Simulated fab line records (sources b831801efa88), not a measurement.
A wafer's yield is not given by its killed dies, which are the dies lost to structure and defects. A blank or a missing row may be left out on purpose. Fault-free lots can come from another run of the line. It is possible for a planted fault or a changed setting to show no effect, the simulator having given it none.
Which tool was responsible? || flow gf180mcu || 12 lots, 36 wafers sampled, at 2 steps of a route of 602

== WHAT THE GAUGES SHOWED, per wafer ==
GF_M2_RS_MEAS_05: measures by four-point-probe.
{"lot": "L223", "measured": "day 18 02:05", "on": "film-metro-04", "M2_ALCU_RS (ohm/sq)": "0.0697 0.0696 0.0693"}
{"lot": "L224", "measured": "day 18 10:45", "on": "film-metro-04", "M2_ALCU_RS (ohm/sq)": "0.0695 0.0690 0.0699"}
{"lot": "L225", "measured": "day 18 20:10", "on": "film-metro-01", "M2_ALCU_RS (ohm/sq)": "0.0708 0.0690 0.0709"}
{"lot": "L226", "measured": "day 19 08:05", "on": "film-metro-01", "M2_ALCU_RS (ohm/sq)": "0.0702 0.0705 0.0710"}
{"lot": "L231", "measured": "day 21 03:27", "on": "film-metro-01", "M2_ALCU_RS (ohm/sq)": "0.0701 0.0700 0.0699"}
{"lot": "L233", "measured": "day 22 00:44", "on": "film-metro-04", "M2_ALCU_RS (ohm/sq)": "0.0704 0.0715 0.0710"}
{"lot": "L234", "measured": "day 22 10:41", "on": "film-metro-01", "M2_ALCU_RS (ohm/sq)": "0.0698 0.0689 0.0689"}
{"lot": "L235", "measured": "day 22 14:25", "on": "film-metro-01", "M2_ALCU_RS (ohm/sq)": "0.0686 0.0700 0.0686"}
{"lot": "L236", "measured": "day 22 21:53", "on": "film-metro-01", "M2_ALCU_RS (ohm/sq)": "0.0706 0.0703 0.0701"}
{"lot": "L240", "measured": "day 24 05:23", "on": "film-metro-01", "M2_ALCU_RS (ohm/sq)": "0.0711 0.0709 0.0704"}
{"lot": "L243", "measured": "day 25 19:40", "on": "film-metro-03", "M2_ALCU_RS (ohm/sq)": "0.0702 0.0701 0.0707"}
{"lot": "L245", "measured": "day 25 20:16", "on": "film-metro-04", "M2_ALCU_RS (ohm/sq)": "0.0687 0.0692 0.0690"}

== TOOL THAT RAN EACH LOT (tool first, then ch and the chambers of the sampled wafers, then the start) ==
{"lot": "L223", "GF_M2_SPUTTER_04": "pvd-sputter-03, day 18 01:59"}
{"lot": "L224", "GF_M2_SPUTTER_04": "pvd-sputter-01, day 18 10:43"}
{"lot": "L225", "GF_M2_SPUTTER_04": "pvd-sputter-03, day 18 20:06"}
{"lot": "L226", "GF_M2_SPUTTER_04": "pvd-sputter-01, day 19 08:02"}
{"lot": "L231", "GF_M2_SPUTTER_04": "pvd-sputter-03, day 21 03:25"}
{"lot": "L233", "GF_M2_SPUTTER_04": "pvd-sputter-04, day 22 00:39"}
{"lot": "L234", "GF_M2_SPUTTER_04": "pvd-sputter-01, day 22 10:38"}
{"lot": "L235", "GF_M2_SPUTTER_04": "pvd-sputter-01, day 22 14:23"}
{"lot": "L236", "GF_M2_SPUTTER_04": "pvd-sputter-03, day 22 21:50"}
{"lot": "L240", "GF_M2_SPUTTER_04": "pvd-sputter-03, day 24 05:20"}
{"lot": "L243", "GF_M2_SPUTTER_04": "pvd-sputter-03, day 25 19:37"}
{"lot": "L245", "GF_M2_SPUTTER_04": "pvd-sputter-04, day 25 20:13"}
- GF_M2_SPUTTER_04: material TiN, target thk 50 nm, time 41.7 s.

== AS READ BY THE TOOLS THEMSELVES (means over the sampled wafers that have a number; for cases with no such wafer, the mark the record gives instead) ==
GF_M2_SPUTTER_04.
{"lot": "L223", "tool": "pvd-sputter-03", "throttle-valve-pct (%)": 29.4}
{"lot": "L224", "tool": "pvd-sputter-01", "throttle-valve-pct (%)": 29.8}
{"lot": "L225", "tool": "pvd-sputter-03", "throttle-valve-pct (%)": 29.4}
{"lot": "L226", "tool": "pvd-sputter-01", "throttle-valve-pct (%)": 30.3}
{"lot": "L231", "tool": "pvd-sputter-03", "throttle-valve-pct (%)": 28.8}
{"lot": "L233", "tool": "pvd-sputter-04", "throttle-valve-pct (%)": 30.4}
{"lot": "L234", "tool": "pvd-sputter-01", "throttle-valve-pct (%)": 30.1}
{"lot": "L235", "tool": "pvd-sputter-01", "throttle-valve-pct (%)": 29.1}
{"lot": "L236", "tool": "pvd-sputter-03", "throttle-valve-pct (%)": 29.4}
{"lot": "L240", "tool": "pvd-sputter-03", "throttle-valve-pct (%)": 29.5}
{"lot": "L243", "tool": "pvd-sputter-03", "throttle-valve-pct (%)": 29.4}
{"lot": "L245", "tool": "pvd-sputter-04", "throttle-valve-pct (%)": 30.0}

== THE ANSWER, worked out from the rows above alone ==
Rule: what is usual is taken from the lots themselves. The widest of any qualifying gaps counts: lots, ordered by their means at a reading, are off when they make up no more than a third of the lots, leave a main group of 4 or more, and stand apart from it by 3 or more times the standard deviation of that group's means. A main group whose means are all the same, to the digits that the tables above print for the reading, isn't used. A lot without any number at a reading at which 4 lots or more have one is off too. Any other lot the step has rows for is counted as sound. After the gauges, taken in route order, come the tools' own readings; for these a lot's mean is taken, as printed above. The first step at which some lot is off is used, and at that step the reading that is off furthest; a lot without a number counts as furthest.
None of the lots is off at any reading shown; this tells nothing.

== WHAT HAD BEEN PUT IN BY THE SIMULATOR ==
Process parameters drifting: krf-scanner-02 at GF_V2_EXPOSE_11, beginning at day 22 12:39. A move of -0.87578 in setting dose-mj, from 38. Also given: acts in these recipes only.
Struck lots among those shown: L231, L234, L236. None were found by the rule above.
